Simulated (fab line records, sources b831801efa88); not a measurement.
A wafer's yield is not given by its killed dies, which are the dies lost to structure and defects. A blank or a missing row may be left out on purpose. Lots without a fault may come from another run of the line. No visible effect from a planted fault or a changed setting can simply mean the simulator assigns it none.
Split-lot study	flow sky130	5 lots, 23 wafers read, on a route of 708 steps

## ABOUT THE SPLIT
At SKY_METAL5_STRIP_16 (strips in O2/N2), the setting powerW was moved away from the recipe's 1400 W on 11 of the 23 wafers read, by -11.9% to +6.1%. This setting was run at the recipe's value on the other wafers.

The reading is taken at the split's own step.

## THE READING
oesProductAu, in a.u., at SKY_METAL5_STRIP_16 (strips in O2/N2). Fault-free wafers of this fab line usually give 0.710 a.u., standard deviation 0.0053 a.u.

wafer	tool, chamber at the split	powerW as run, W	against the recipe	oesProductAu, a.u.	against lot-mates on the recipe
L074.1	plasmaAsher-04, 0	1400	recipe	0.710	-
L074.2	plasmaAsher-04, 1	1400	recipe	0.717	-
L074.5	plasmaAsher-04, 1	1400	recipe	0.714	-
L077.2	plasmaAsher-01, 1	1486	+6.1%	0.731	+0.022
L077.3	plasmaAsher-01, 0	1400	recipe	0.713	-
L077.4	plasmaAsher-01, 1	1486	+6.1%	0.736	+0.027
L077.5	plasmaAsher-01, 1	1400	recipe	0.705	-
L077.6	plasmaAsher-01, 0	1486	+6.1%	0.742	+0.033
L078.1	plasmaAsher-02, 1	1400	recipe	0.714	-
L078.3	plasmaAsher-02, 0	1318	-5.9%	0.686	-0.029
L078.4	plasmaAsher-02, 1	1400	recipe	0.717	-
L078.5	plasmaAsher-02, 1	1318	-5.9%	0.684	-0.031
L078.6	plasmaAsher-02, 0	1318	-5.9%	0.688	-0.028
L080.1	plasmaAsher-01, 0	1400	recipe	0.709	-
L080.2	plasmaAsher-01, 1	1400	recipe	0.715	-
L080.3	plasmaAsher-01, 0	1400	recipe	0.713	-
L080.5	plasmaAsher-01, 0	1234	-11.9%	0.667	-0.045
L080.6	plasmaAsher-01, 1	1234	-11.9%	0.668	-0.044
L084.1	plasmaAsher-02, 0	1400	recipe	0.710	-
L084.2	plasmaAsher-02, 1	1299	-7.2%	0.692	-0.018
L084.3	plasmaAsher-02, 1	1299	-7.2%	0.680	-0.030
L084.4	plasmaAsher-02, 0	1299	-7.2%	0.682	-0.028
L084.6	plasmaAsher-02, 1	1400	recipe	0.710	-

FIT RESULTS
A straight line over all 23 wafers: oesProductAu changes by +0.00391 a.u. for each +1% of powerW; r = +0.98; the points scatter about the line by 0.004 a.u.
The same after taking each lot's own level away (the mean of its wafers on the recipe; 23 wafers): +0.00405 a.u. for each +1%; r = +0.98; scatter 0.0044 a.u.
That fit puts the effect of the largest move of powerW on the reading at 0.048 a.u.
Across the lots, their own levels run from 0.7090 to 0.7155 a.u., a range of 1.2 times the standard deviation given above.
The two slopes are in agreement: the lot-to-lot level therefore moves the slope only a little.
Check: -0.0484 a.u. against its lot-mates is what the line predicts for one of the wafers moved furthest among these (-11.9%) when that wafer is left out of the fit. Against them it came out at -0.0453 a.u.
Tool readings at the split's step, against how far the setting was moved: oesProductAu r = +0.98; stripTimeToEndpointS r = -0.94.

## THE WHOLE CHAIN: every reading that the file lists as answering this split, in the file's order
step	what it does	reading	change (the file's fit)	r (the file's)
SKY_METAL5_STRIP_16	strips in O2/N2	oesProductAu	+0.00401 a.u. for each +1% of the setting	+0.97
SKY_METAL5_STRIP_16	strips in O2/N2	stripTimeToEndpointS	withheld for each +1% of the setting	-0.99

## THE FILE'S OWN FIT
oesProductAu changes by +0.00401 a.u. for each +1% of powerW, r = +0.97.
